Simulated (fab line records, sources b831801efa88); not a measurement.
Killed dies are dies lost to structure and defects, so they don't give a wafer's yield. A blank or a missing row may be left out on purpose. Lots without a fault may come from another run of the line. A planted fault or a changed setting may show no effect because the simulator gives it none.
Problem report in the 8D (eight disciplines) form, filled by code | flow gf180mcu | the parts of the form that need people (team, actions taken, sign-off) are left out

1. THE PROBLEM
PSD_TW at GF_PSD_TW_MEAS_11 reads a mean of 2840 on 6 wafers of 2 lots; wafers without a fault read 3147 with a standard deviation of 24. That is -13 standard deviations from the usual mean.
First seen on wafer L798.2, day 15 12:35, on film_metro-04. The record holds 33 wafers of 11 lots with a number at this step. Rule for "out", or "out of limits": more than 4 standard deviations from the usual mean. The other wafers with a number count as sound.

2. WHAT IT IS AND WHAT IT IS NOT
question                    | is                           | is not
which readings at this step | PSD_TW                       | -
which lots                  | L798, L800                   | L794, L795, L797, L806, L807, L808, L809, L812, L817
which wafers of those lots  | all that have a number       | -
read on which gauges        | film_metro-03, film_metro-04 | film_metro-01
when                        | from day 15 12:35            | up to then (9 sound wafers); but 18 sound wafers of L806, L807, L808, L809, L812, L817 came after

3. SUSPECTS, AND WHAT RULES EACH OUT
Counting: a tool at a process step up to the reading stays a suspect if it ran every lot that is out and no sound lot after the first of them.
- the gauge at GF_PSD_TW_MEAS_11: ruled out. The wafers that are out were read on 2 gauges (film_metro-03, film_metro-04).
- implanter-01 at GF_PSD_IMPLANT_09: ruled out as a lasting fault. Sound lots L806, L807, L808, L809 ran on it after its first lot that is out, L798 (day 15 12:21).
Left after counting: nothing in the record.

4. THE CAUSE (what the simulator had put in)
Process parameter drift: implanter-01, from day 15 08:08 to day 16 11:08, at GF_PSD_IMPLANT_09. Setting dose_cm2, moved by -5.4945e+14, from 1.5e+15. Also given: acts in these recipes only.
Counting ruled it out, wrongly: the rule takes a fault to strike every lot that its tool runs from its start on, and this one did not.

5. THE CHAIN OF EFFECTS, in route order
Each row: a reading whose mean over the struck wafers that have a number lies more than 3 standard deviations from the usual. Only readings for which the record gives a usual standard deviation are gone through. hours: the time from each lot's start at the first step in this table that gives one to its start at this step, as a median over the lots. sigmas: the change in usual standard deviations.
hours | step              | reading                   | usual         | on struck wafers | change      | sigmas
0     | GF_PSD_IMPLANT_09 | dose_ions_cm2             | 1.4998e+15    | 9.4988e+14       | -5.4992e+14 | -99 or more
0     | GF_PSD_IMPLANT_09 | end_station_pressure_torr | 1.17e-05 Torr | 9.40e-06         | -2.30e-06   | -3.7
0     | GF_PSD_IMPLANT_09 | faraday_current_uA        | 8244          | 5231             | -3013       | -22
0     | GF_PSD_STRIP_10   | oes_product_au            | 0.592 a.u.    | 0.625            | +0.033      | +7.1
0     | GF_PSD_STRIP_10   | strip_time_to_endpoint_s  | 16.54 s       | 15.20            | -1.34       | -29
0     | GF_PSD_TW_MEAS_11 | PSD_TW                    | 3147          | 2840             | -307        | -13
1     | GF_PSD_RS_MEAS_15 | PSD_RS                    | 108.59 ohm/sq | 138.89           | +30.30      | +99 or more
The process steps in it:
- GF_PSD_IMPLANT_09
- GF_PSD_STRIP_10: strips in O2/N2.

6. WHAT WOULD HAVE CAUGHT IT SOONER
In this record the first reading out of limits at a measuring or inspecting step was taken at day 15 12:35, 4 hours after the fault began at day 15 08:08.
The tool's own readings at GF_PSD_IMPLANT_09 were out on every struck wafer that the step has a row for (dose_ions_cm2, faraday_current_uA): an alarm limit on them would have fired on the first of those.
